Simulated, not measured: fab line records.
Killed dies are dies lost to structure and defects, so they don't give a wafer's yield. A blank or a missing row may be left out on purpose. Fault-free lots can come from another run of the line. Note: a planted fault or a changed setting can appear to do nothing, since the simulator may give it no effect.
fab line records || flow sky130 || part 2 of 2: steps 28 to 42 of 42
[record] {"lots": 5, "wafers": 15, "last-day": 50}
route steps=708 shown FIELD_ISO@2 NWELL@32 DNWELL@35
lots untouched by any fault: they come from a run of this same line in which no faults occurred
start-h: the number of hours between the record's first day and the start of the first shown wafer of the lot || wait-h: time in hours since the lot's previous step || " the same as in the row above || L1.1+2: a row that stands for several wafers || - no value, or no start was given || * or withheld: withheld || < > ~ a bound
route shown NAME@n: NAME is a module with steps in the file, n the number in the route of the first one || usual: mean/standard deviation of fault-free wafers || same: alike in all rows || chamber/n: place in a boat || sites: the reading at each site || _std_site: standard deviation across them || _edge_site: outer sites' mean less inner sites' || radius-mm: for every site, how far away it sits from the centre of the wafer || mask NAME#n: copy n || behind: the last tool/chamber to shape the wafer || hold: what put the lot on hold/how long, in hours/how the hold closed || device: whichever transistor did not switch (one of n, p or np) || end of line: tests run on the same wafers once the route is complete || a step given without rows: its recipe and nothing more || killed: dies that structure and defects cost at the first sort, which is not the same as the wafer's yield || map: per-die view of a wafer (x killed, . not killed, _ where there is no die)
set.NAME: the setting as run; set.NAME@STEP: as run at that earlier step || model.NAME: the simulator's own value behind a step, which no gauge read
lots at selected steps of the route; one table per step, one row per wafer
services: a tool's chamber out of use, with start hour (start-h, from the record's first day; less than 0 if before it), hours out, and reason
[[steps]]
[step SKY_FIELD_ISO_WET_ETCH_28]
[recipe] {"chemistry": "dHF", "target-depth-nm": 23.7, "target": "SiO2", "dilution": "10:1", "temp-c": 25, "time-s": 47}
[same] {"time-s": 47}
{"lot.wafer": "L076.1+3+4", "tool": "wet-bench-01", "chamber": 0, "start-h": 45.01, "wait-h": 0.1}
{"lot.wafer": "L077.3+5+6", "tool": "wet-bench-02", "chamber": 0, "start-h": 51.04, "wait-h": 0.1}
{"lot.wafer": "L078.3+5+6", "tool": "wet-bench-04", "chamber": 3, "start-h": 57.41, "wait-h": 0.2}
{"lot.wafer": "L081.1+4+6", "tool": "wet-bench-02", "chamber": 0, "start-h": 71.32, "wait-h": 0.2}
{"lot.wafer": "L096.1+4+5", "tool": "wet-bench-02", "chamber": 3, "start-h": 149.03, "wait-h": 0.2}
[step SKY_FIELD_ISO_WET_ETCH_29]
[recipe] {"chemistry": "H3PO4", "target-depth-nm": 160, "target": "Si3N4", "temp-c": 160, "time-s": 1825}
[same] {"time-s": 1825}
{"lot.wafer": "L076.1+3+4", "tool": "wet-bench-04", "chamber": 3, "start-h": 45.03, "wait-h": 0.0}
{"lot.wafer": "L077.3+5+6", "tool": "wet-bench-01", "chamber": 0, "start-h": 51.07, "wait-h": 0.0}
{"lot.wafer": "L078.3+5+6", "tool": "wet-bench-01", "chamber": 3, "start-h": 57.43, "wait-h": 0.0}
{"lot.wafer": "L081.1+4+6", "tool": "wet-bench-01", "chamber": 0, "start-h": 71.34, "wait-h": 0.0}
{"lot.wafer": "L096.1+4+5", "tool": "wet-bench-01", "chamber": 0, "start-h": 149.05, "wait-h": 0.0}
[step SKY_FIELD_ISO_WET_ETCH_30]
[recipe] {"chemistry": "dHF", "target-depth-nm": 25, "target": "SiO2", "dilution": "10:1", "temp-c": 25, "time-s": 50}
[same] {"time-s": 50}
{"lot.wafer": "L076.1+3+4", "tool": "wet-bench-02", "chamber": 1, "start-h": 45.59, "wait-h": 0.0}
{"lot.wafer": "L077.3+5+6", "tool": "wet-bench-04", "chamber": 0, "start-h": 51.58, "wait-h": 0.0}
{"lot.wafer": "L078.3+5+6", "tool": "wet-bench-02", "chamber": 0, "start-h": 57.94, "wait-h": 0.0}
{"lot.wafer": "L081.1+4+6", "tool": "wet-bench-02", "chamber": 1, "start-h": 71.85, "wait-h": 0.0}
{"lot.wafer": "L096.1+4+5", "tool": "wet-bench-04", "chamber": 2, "start-h": 149.56, "wait-h": 0.0}
[step SKY_NWELL_CLEAN_00]
[recipe] {"chemistry": "SC1/SC2", "mix": "1:4:20", "temp-c": 70, "time-s": 150, "dry": "n2-spin"}
[same] {"time-s": 150}
{"lot.wafer": "L076.1+3+4", "tool": "wet-bench-04", "chamber": 0, "start-h": 45.61, "wait-h": 0.0}
{"lot.wafer": "L077.3+5+6", "tool": "wet-bench-02", "chamber": 1, "start-h": 51.60, "wait-h": 0.0}
{"lot.wafer": "L078.3+5+6", "tool": "wet-bench-04", "chamber": 1, "start-h": 57.97, "wait-h": 0.0}
{"lot.wafer": "L081.1+4+6", "tool": "wet-bench-04", "chamber": 0, "start-h": 71.88, "wait-h": 0.0}
{"lot.wafer": "L096.1+4+5", "tool": "wet-bench-02", "chamber": 3, "start-h": 149.59, "wait-h": 0.0}
[step SKY_NWELL_OXIDATION_01]
[recipe] {"temp-c": 900, "ambient": "O2", "stabilise-s": 600, "purge-s": 300, "target-thk-a": 100, "ox-time-s": 1481}
[usual] {"spike-tc-lower-C": "900.7/1.5"}
{"lot.wafer": "L076.1", "tool": "furnace-01", "chamber": 0, "start-h": 46.63, "wait-h": 1.0, "spike-tc-lower-C": 901.0}
{"lot.wafer": "L076.3", "tool": "furnace-01", "chamber": 0, "start-h": 46.63, "wait-h": 1.0, "spike-tc-lower-C": 901.6}
{"lot.wafer": "L076.4", "tool": "furnace-01", "chamber": 0, "start-h": 46.63, "wait-h": 1.0, "spike-tc-lower-C": 903.3}
{"lot.wafer": "L077.3", "tool": "furnace-01", "chamber": 0, "start-h": 54.21, "wait-h": 2.6, "spike-tc-lower-C": 901.2}
{"lot.wafer": "L077.5", "tool": "furnace-01", "chamber": 0, "start-h": 54.21, "wait-h": 2.6, "spike-tc-lower-C": 900.6}
{"lot.wafer": "L077.6", "tool": "furnace-01", "chamber": 0, "start-h": 54.21, "wait-h": 2.6, "spike-tc-lower-C": 900.7}
{"lot.wafer": "L078.3", "tool": "furnace-01", "chamber": 0, "start-h": 58.62, "wait-h": 0.6, "spike-tc-lower-C": 902.7}
{"lot.wafer": "L078.5", "tool": "furnace-01", "chamber": 0, "start-h": 58.62, "wait-h": 0.6, "spike-tc-lower-C": 901.2}
{"lot.wafer": "L078.6", "tool": "furnace-01", "chamber": 0, "start-h": 58.62, "wait-h": 0.6, "spike-tc-lower-C": 902.4}
{"lot.wafer": "L081.1", "tool": "furnace-02", "chamber": 0, "start-h": 73.47, "wait-h": 1.5, "spike-tc-lower-C": 898.7}
{"lot.wafer": "L081.4", "tool": "furnace-02", "chamber": 0, "start-h": 73.47, "wait-h": 1.5, "spike-tc-lower-C": 899.0}
{"lot.wafer": "L081.6", "tool": "furnace-02", "chamber": 0, "start-h": 73.47, "wait-h": 1.5, "spike-tc-lower-C": 901.5}
{"lot.wafer": "L096.1", "tool": "furnace-02", "chamber": 0, "start-h": 149.64, "wait-h": 0.0, "spike-tc-lower-C": 898.1}
{"lot.wafer": "L096.4", "tool": "furnace-02", "chamber": 0, "start-h": 149.64, "wait-h": 0.0, "spike-tc-lower-C": 901.2}
{"lot.wafer": "L096.5", "tool": "furnace-02", "chamber": 0, "start-h": 149.64, "wait-h": 0.0, "spike-tc-lower-C": 899.1}
[step SKY_NWELL_THK_MEAS_02]
[recipe] {"reads": "SiO2_of_NWELL_OXIDATION_01"}
[usual] {"NWELL_OXIDATION_THK": "10.43/0.19"}
{"lot.wafer": "L076.1", "tool": "film-metro-02", "chamber": "-", "start-h": 48.03, "wait-h": 0.0, "NWELL_OXIDATION_THK[nm]": 10.20}
{"lot.wafer": "L076.3", "tool": "film-metro-02", "chamber": "-", "start-h": 48.03, "wait-h": 0.0, "NWELL_OXIDATION_THK[nm]": 10.28}
{"lot.wafer": "L076.4", "tool": "film-metro-02", "chamber": "-", "start-h": 48.03, "wait-h": 0.0, "NWELL_OXIDATION_THK[nm]": 10.27}
{"lot.wafer": "L077.3", "tool": "film-metro-02", "chamber": "-", "start-h": 55.63, "wait-h": 0.0, "NWELL_OXIDATION_THK[nm]": 10.24}
{"lot.wafer": "L077.5", "tool": "film-metro-02", "chamber": "-", "start-h": 55.63, "wait-h": 0.0, "NWELL_OXIDATION_THK[nm]": 10.14}
{"lot.wafer": "L077.6", "tool": "film-metro-02", "chamber": "-", "start-h": 55.63, "wait-h": 0.0, "NWELL_OXIDATION_THK[nm]": 10.08}
{"lot.wafer": "L078.3", "tool": "film-metro-02", "chamber": "-", "start-h": 60.03, "wait-h": 0.0, "NWELL_OXIDATION_THK[nm]": 10.33}
{"lot.wafer": "L078.5", "tool": "film-metro-02", "chamber": "-", "start-h": 60.03, "wait-h": 0.0, "NWELL_OXIDATION_THK[nm]": 10.10}
{"lot.wafer": "L078.6", "tool": "film-metro-02", "chamber": "-", "start-h": 60.03, "wait-h": 0.0, "NWELL_OXIDATION_THK[nm]": 10.13}
{"lot.wafer": "L081.1", "tool": "film-metro-03", "chamber": "-", "start-h": 74.87, "wait-h": 0.0, "NWELL_OXIDATION_THK[nm]": 10.33}
{"lot.wafer": "L081.4", "tool": "film-metro-03", "chamber": "-", "start-h": 74.87, "wait-h": 0.0, "NWELL_OXIDATION_THK[nm]": 10.30}
{"lot.wafer": "L081.6", "tool": "film-metro-03", "chamber": "-", "start-h": 74.87, "wait-h": 0.0, "NWELL_OXIDATION_THK[nm]": 10.31}
{"lot.wafer": "L096.1", "tool": "film-metro-01", "chamber": "-", "start-h": 151.03, "wait-h": 0.0, "NWELL_OXIDATION_THK[nm]": 10.42}
{"lot.wafer": "L096.4", "tool": "film-metro-01", "chamber": "-", "start-h": 151.03, "wait-h": 0.0, "NWELL_OXIDATION_THK[nm]": 10.52}
{"lot.wafer": "L096.5", "tool": "film-metro-01", "chamber": "-", "start-h": 151.03, "wait-h": 0.0, "NWELL_OXIDATION_THK[nm]": 10.72}
[step SKY_DNWELL_DEHYDRATE_00]
[recipe] {"temp-c": 200, "time-s": 60}
[same] {"time-s": 60}
{"lot.wafer": "L076.1+3+4", "tool": "litho-track-02", "chamber": 0, "start-h": 55.61, "wait-h": 7.6}
{"lot.wafer": "L077.3+5+6", "tool": "litho-track-04", "chamber": 0, "start-h": 62.60, "wait-h": 7.0}
{"lot.wafer": "L078.3+5+6", "tool": "litho-track-03", "chamber": 0, "start-h": 67.15, "wait-h": 7.1}
{"lot.wafer": "L081.1+4+6", "tool": "litho-track-04", "chamber": 0, "start-h": 82.25, "wait-h": 7.4}
{"lot.wafer": "L096.1+4+5", "tool": "litho-track-03", "chamber": 0, "start-h": 160.55, "wait-h": 9.5}
[step SKY_DNWELL_HMDS_01]
[recipe] {"prime-time-s": 60, "prime-temp-c": 120}
{"lot.wafer": "L076.1+3+4", "tool": "litho-track-02", "chamber": 0, "start-h": 55.76, "wait-h": 0.1}
{"lot.wafer": "L077.3+5+6", "tool": "litho-track-04", "chamber": 0, "start-h": 62.75, "wait-h": 0.1}
{"lot.wafer": "L078.3+5+6", "tool": "litho-track-03", "chamber": 0, "start-h": 67.30, "wait-h": 0.1}
{"lot.wafer": "L081.1+4+6", "tool": "litho-track-04", "chamber": 0, "start-h": 82.40, "wait-h": 0.1}
{"lot.wafer": "L096.1+4+5", "tool": "litho-track-03", "chamber": 0, "start-h": 160.70, "wait-h": 0.1}
[step SKY_DNWELL_COAT_02]
[recipe] {"spin-rpm": 2000, "resist-thk-nm": 3000}
[usual] {"dispense-pressure-kPa": "49.7/1.2"}
{"lot.wafer": "L076.1", "tool": "litho-track-02", "chamber": 0, "start-h": 55.91, "wait-h": 0.1, "dispense-pressure-kPa": 48.6}
{"lot.wafer": "L076.3", "tool": "litho-track-02", "chamber": 0, "start-h": 55.91, "wait-h": 0.1, "dispense-pressure-kPa": 48.6}
{"lot.wafer": "L076.4", "tool": "litho-track-02", "chamber": 0, "start-h": 55.91, "wait-h": 0.1, "dispense-pressure-kPa": 48.6}
{"lot.wafer": "L077.3", "tool": "litho-track-04", "chamber": 0, "start-h": 62.90, "wait-h": 0.1, "dispense-pressure-kPa": 51.4}
{"lot.wafer": "L077.5", "tool": "litho-track-04", "chamber": 0, "start-h": 62.90, "wait-h": 0.1, "dispense-pressure-kPa": 51.4}
{"lot.wafer": "L077.6", "tool": "litho-track-04", "chamber": 0, "start-h": 62.90, "wait-h": 0.1, "dispense-pressure-kPa": 51.4}
{"lot.wafer": "L078.3", "tool": "litho-track-03", "chamber": 0, "start-h": 67.45, "wait-h": 0.1, "dispense-pressure-kPa": 49.1}
{"lot.wafer": "L078.5", "tool": "litho-track-03", "chamber": 0, "start-h": 67.45, "wait-h": 0.1, "dispense-pressure-kPa": 49.1}
{"lot.wafer": "L078.6", "tool": "litho-track-03", "chamber": 0, "start-h": 67.45, "wait-h": 0.1, "dispense-pressure-kPa": 49.0}
{"lot.wafer": "L081.1", "tool": "litho-track-04", "chamber": 0, "start-h": 82.55, "wait-h": 0.1, "dispense-pressure-kPa": 51.4}
{"lot.wafer": "L081.4", "tool": "litho-track-04", "chamber": 0, "start-h": 82.55, "wait-h": 0.1, "dispense-pressure-kPa": 51.4}
{"lot.wafer": "L081.6", "tool": "litho-track-04", "chamber": 0, "start-h": 82.55, "wait-h": 0.1, "dispense-pressure-kPa": 51.4}
{"lot.wafer": "L096.1", "tool": "litho-track-03", "chamber": 0, "start-h": 160.85, "wait-h": 0.1, "dispense-pressure-kPa": 49.0}
{"lot.wafer": "L096.4", "tool": "litho-track-03", "chamber": 0, "start-h": 160.85, "wait-h": 0.1, "dispense-pressure-kPa": 49.1}
{"lot.wafer": "L096.5", "tool": "litho-track-03", "chamber": 0, "start-h": 160.85, "wait-h": 0.1, "dispense-pressure-kPa": 49.1}
[step SKY_DNWELL_SOFTBAKE_03]
[recipe] {"temp-c": 110, "time-s": "withheld"}
{"lot.wafer": "L076.1+3+4", "tool": "litho-track-02", "chamber": 0, "start-h": 56.06, "wait-h": 0.1}
{"lot.wafer": "L077.3+5+6", "tool": "litho-track-04", "chamber": 0, "start-h": 63.07, "wait-h": 0.1}
{"lot.wafer": "L078.3+5+6", "tool": "litho-track-03", "chamber": 0, "start-h": 67.61, "wait-h": 0.1}
{"lot.wafer": "L081.1+4+6", "tool": "litho-track-04", "chamber": 0, "start-h": 82.70, "wait-h": 0.1}
{"lot.wafer": "L096.1+4+5", "tool": "litho-track-03", "chamber": 0, "start-h": 161.00, "wait-h": 0.1}
[step SKY_DNWELL_EXPOSE_04]
[recipe] {"mask-id": "DNM", "na": 0.57, "target-cd-nm": 3000, "dose-mj": 222}
{"lot.wafer": "L076.1+3+4", "tool": "iline-stepper-01", "chamber": 0, "start-h": "-", "wait-h": "-", "mask": "DNM#0"}
{"lot.wafer": "L077.3+5+6", "tool": "iline-stepper-01", "chamber": 0, "start-h": "-", "wait-h": "-", "mask": "DNM#0"}
{"lot.wafer": "L078.3+5+6", "tool": "iline-stepper-02", "chamber": 0, "start-h": "-", "wait-h": "-", "mask": "DNM#0"}
{"lot.wafer": "L081.1+4+6", "tool": "iline-stepper-02", "chamber": 0, "start-h": "-", "wait-h": "-", "mask": "DNM#0"}
{"lot.wafer": "L096.1+4+5", "tool": "iline-stepper-01", "chamber": 0, "start-h": "-", "wait-h": "-", "mask": "DNM#0"}
[step SKY_DNWELL_PEB_05]
[recipe] {"temp-c": 115, "time-s": "withheld"}
{"lot.wafer": "L076.1+3+4", "tool": "litho-track-03", "chamber": 0, "start-h": "-", "wait-h": "-"}
{"lot.wafer": "L077.3+5+6", "tool": "litho-track-04", "chamber": 0, "start-h": "-", "wait-h": "-"}
{"lot.wafer": "L078.3+5+6", "tool": "litho-track-02", "chamber": 0, "start-h": "-", "wait-h": "-"}
{"lot.wafer": "L081.1+4+6", "tool": "litho-track-03", "chamber": 0, "start-h": "-", "wait-h": "-"}
{"lot.wafer": "L096.1+4+5", "tool": "litho-track-03", "chamber": 0, "start-h": "-", "wait-h": "-"}
[step SKY_DNWELL_DEVELOP_06]
[recipe] {"wall-angle-deg": 90, "developer": "TMAH", "develop-time-s": 60, "dev-temp-c": 23}
{"lot.wafer": "L076.1+3+4", "tool": "litho-track-03", "chamber": 0, "start-h": "-", "wait-h": "-"}
{"lot.wafer": "L077.3+5+6", "tool": "litho-track-04", "chamber": 0, "start-h": "-", "wait-h": "-"}
{"lot.wafer": "L078.3+5+6", "tool": "litho-track-02", "chamber": 0, "start-h": "-", "wait-h": "-"}
{"lot.wafer": "L081.1+4+6", "tool": "litho-track-03", "chamber": 0, "start-h": "-", "wait-h": "-"}
{"lot.wafer": "L096.1+4+5", "tool": "litho-track-03", "chamber": 0, "start-h": "-", "wait-h": "-"}
[step SKY_DNWELL_IMPLANT_07]
[recipe] {"species": "P", "energy-kev": "withheld", "dose-cm2": "withheld", "tilt-deg": "withheld"}
{"lot.wafer": "L076.1+3+4", "tool": "implanter-02", "chamber": 0, "start-h": 64.00, "wait-h": "-"}
{"lot.wafer": "L077.3+5+6", "tool": "implanter-02", "chamber": 0, "start-h": 71.65, "wait-h": "-"}
{"lot.wafer": "L078.3+5+6", "tool": "implanter-03", "chamber": 0, "start-h": 76.06, "wait-h": "-"}
{"lot.wafer": "L081.1+4+6", "tool": "implanter-02", "chamber": 0, "start-h": 91.25, "wait-h": "-"}
{"lot.wafer": "L096.1+4+5", "tool": "implanter-02", "chamber": 0, "start-h": 171.15, "wait-h": "-"}
[step SKY_DNWELL_STRIP_08]
[recipe] {"chemistry": "O2/N2", "power-w": 1400, "pressure-mtorr": 1500, "platen-temp-c": "withheld", "o2-flow-sccm": 3000, "n2-flow-sccm": 300, "overash-fraction": 0.5}
[usual] {"drypump-motor-current-A": "6.1/0.41", "oes-product-au": "0.722/0.0049", "strip-time-to-endpoint-s": "36.92/0.088"}
{"lot.wafer": "L076.1", "tool": "plasma-asher-02", "chamber": 1, "start-h": 64.15, "wait-h": 0.1, "drypump-motor-current-A": 6.2, "oes-product-au": 0.717, "rf-hours-counter-h": 26, "strip-time-to-endpoint-s": 36.95}
{"lot.wafer": "L076.3", "tool": "plasma-asher-02", "chamber": 0, "start-h": 64.15, "wait-h": 0.1, "drypump-motor-current-A": 6.3, "oes-product-au": 0.730, "rf-hours-counter-h": "-", "strip-time-to-endpoint-s": 36.89}
{"lot.wafer": "L076.4", "tool": "plasma-asher-02", "chamber": 1, "start-h": 64.15, "wait-h": 0.1, "drypump-motor-current-A": 6.2, "oes-product-au": 0.710, "rf-hours-counter-h": "-", "strip-time-to-endpoint-s": 36.86}
{"lot.wafer": "L077.3", "tool": "plasma-asher-03", "chamber": 1, "start-h": 71.79, "wait-h": 0.1, "drypump-motor-current-A": 6.8, "oes-product-au": 0.719, "rf-hours-counter-h": "-", "strip-time-to-endpoint-s": 37.02}
{"lot.wafer": "L077.5", "tool": "plasma-asher-03", "chamber": 0, "start-h": 71.79, "wait-h": 0.1, "drypump-motor-current-A": 5.7, "oes-product-au": 0.721, "rf-hours-counter-h": "-", "strip-time-to-endpoint-s": 37.06}
{"lot.wafer": "L077.6", "tool": "plasma-asher-03", "chamber": 1, "start-h": 71.79, "wait-h": 0.1, "drypump-motor-current-A": 6.8, "oes-product-au": 0.721, "rf-hours-counter-h": "-", "strip-time-to-endpoint-s": 36.97}
{"lot.wafer": "L078.3", "tool": "plasma-asher-01", "chamber": 1, "start-h": 76.20, "wait-h": 0.1, "drypump-motor-current-A": 6.2, "oes-product-au": 0.713, "rf-hours-counter-h": "-", "strip-time-to-endpoint-s": 36.97}
{"lot.wafer": "L078.5", "tool": "plasma-asher-01", "chamber": 0, "start-h": 76.20, "wait-h": 0.1, "drypump-motor-current-A": 5.5, "oes-product-au": 0.729, "rf-hours-counter-h": "-", "strip-time-to-endpoint-s": 36.86}
{"lot.wafer": "L078.6", "tool": "plasma-asher-01", "chamber": 1, "start-h": 76.20, "wait-h": 0.1, "drypump-motor-current-A": 6.3, "oes-product-au": 0.716, "rf-hours-counter-h": "-", "strip-time-to-endpoint-s": 36.91}
{"lot.wafer": "L081.1", "tool": "plasma-asher-02", "chamber": 1, "start-h": 91.40, "wait-h": 0.1, "drypump-motor-current-A": 6.2, "oes-product-au": 0.717, "rf-hours-counter-h": 29, "strip-time-to-endpoint-s": 36.98}
{"lot.wafer": "L081.4", "tool": "plasma-asher-02", "chamber": 0, "start-h": 91.40, "wait-h": 0.1, "drypump-motor-current-A": 6.3, "oes-product-au": 0.717, "rf-hours-counter-h": "-", "strip-time-to-endpoint-s": 36.90}
{"lot.wafer": "L081.6", "tool": "plasma-asher-02", "chamber": 1, "start-h": 91.40, "wait-h": 0.1, "drypump-motor-current-A": 6.2, "oes-product-au": 0.714, "rf-hours-counter-h": "-", "strip-time-to-endpoint-s": 36.99}
{"lot.wafer": "L096.1", "tool": "plasma-asher-03", "chamber": 0, "start-h": 171.30, "wait-h": 0.1, "drypump-motor-current-A": 5.7, "oes-product-au": 0.728, "rf-hours-counter-h": 48, "strip-time-to-endpoint-s": 36.94}
{"lot.wafer": "L096.4", "tool": "plasma-asher-03", "chamber": 0, "start-h": 171.30, "wait-h": 0.1, "drypump-motor-current-A": 5.7, "oes-product-au": 0.721, "rf-hours-counter-h": "-", "strip-time-to-endpoint-s": 37.03}
{"lot.wafer": "L096.5", "tool": "plasma-asher-03", "chamber": 0, "start-h": 171.30, "wait-h": 0.1, "drypump-motor-current-A": 5.8, "oes-product-au": 0.723, "rf-hours-counter-h": "-", "strip-time-to-endpoint-s": 37.04}
[[services]]
{"tool": "rie-si-02", "chamber": "-", "start-h": 5.37, "hours": 0.5, "kind": "repair"}
{"tool": "krf-scanner-01", "chamber": "-", "start-h": 17.32, "hours": 4.4, "kind": "pm"}
{"tool": "cmp-02", "chamber": "-", "start-h": 19.99, "hours": 8.0, "kind": "pm"}
{"tool": "furnace-02", "chamber": "-", "start-h": 27.21, "hours": 2.8, "kind": "pm"}
{"tool": "rie-diel-03", "chamber": 1, "start-h": 27.46, "hours": 19.3, "kind": "repair"}
{"tool": "cmp-02", "chamber": "-", "start-h": 39.93, "hours": 2.3, "kind": "repair"}
{"tool": "plasma-asher-01", "chamber": "-", "start-h": 41.09, "hours": 2.8, "kind": "pm"}
{"tool": "krf-scanner-01", "chamber": "-", "start-h": 41.79, "hours": 1.3, "kind": "pm"}
{"tool": "hdpcvd-01", "chamber": "-", "start-h": 47.09, "hours": 1.2, "kind": "repair"}
{"tool": "rie-diel-01", "chamber": "-", "start-h": 48.60, "hours": 2.8, "kind": "pm"}
{"tool": "furnace-02", "chamber": "-", "start-h": 52.28, "hours": 2.9, "kind": "pm"}
{"tool": "implanter-02", "chamber": "-", "start-h": 60.47, "hours": 2.8, "kind": "pm"}
{"tool": "rie-diel-03", "chamber": 2, "start-h": 69.75, "hours": 12.8, "kind": "repair"}
{"tool": "rie-diel-01", "chamber": 2, "start-h": 70.32, "hours": 9.9, "kind": "repair"}
{"tool": "hdpcvd-01", "chamber": "-", "start-h": 74.01, "hours": 1.0, "kind": "repair"}
{"tool": "rie-diel-03", "chamber": 2, "start-h": 86.27, "hours": 1.9, "kind": "repair"}
{"tool": "hdpcvd-01", "chamber": "-", "start-h": 98.57, "hours": 0.5, "kind": "repair"}
{"tool": "rie-diel-03", "chamber": 2, "start-h": 125.85, "hours": 3.4, "kind": "repair"}
{"tool": "rie-diel-01", "chamber": 2, "start-h": 148.35, "hours": 2.1, "kind": "repair"}
{"tool": "hdpcvd-01", "chamber": "-", "start-h": 155.07, "hours": 0.6, "kind": "repair"}
{"tool": "rie-diel-01", "chamber": 3, "start-h": 157.21, "hours": 2.8, "kind": "repair"}
{"tool": "furnace-01", "chamber": "-", "start-h": 162.86, "hours": 4.1, "kind": "pm"}
{"tool": "rie-diel-03", "chamber": 0, "start-h": 164.96, "hours": 9.7, "kind": "repair"}
{"tool": "furnace-01", "chamber": "-", "start-h": 166.95, "hours": 9.5, "kind": "pm"}
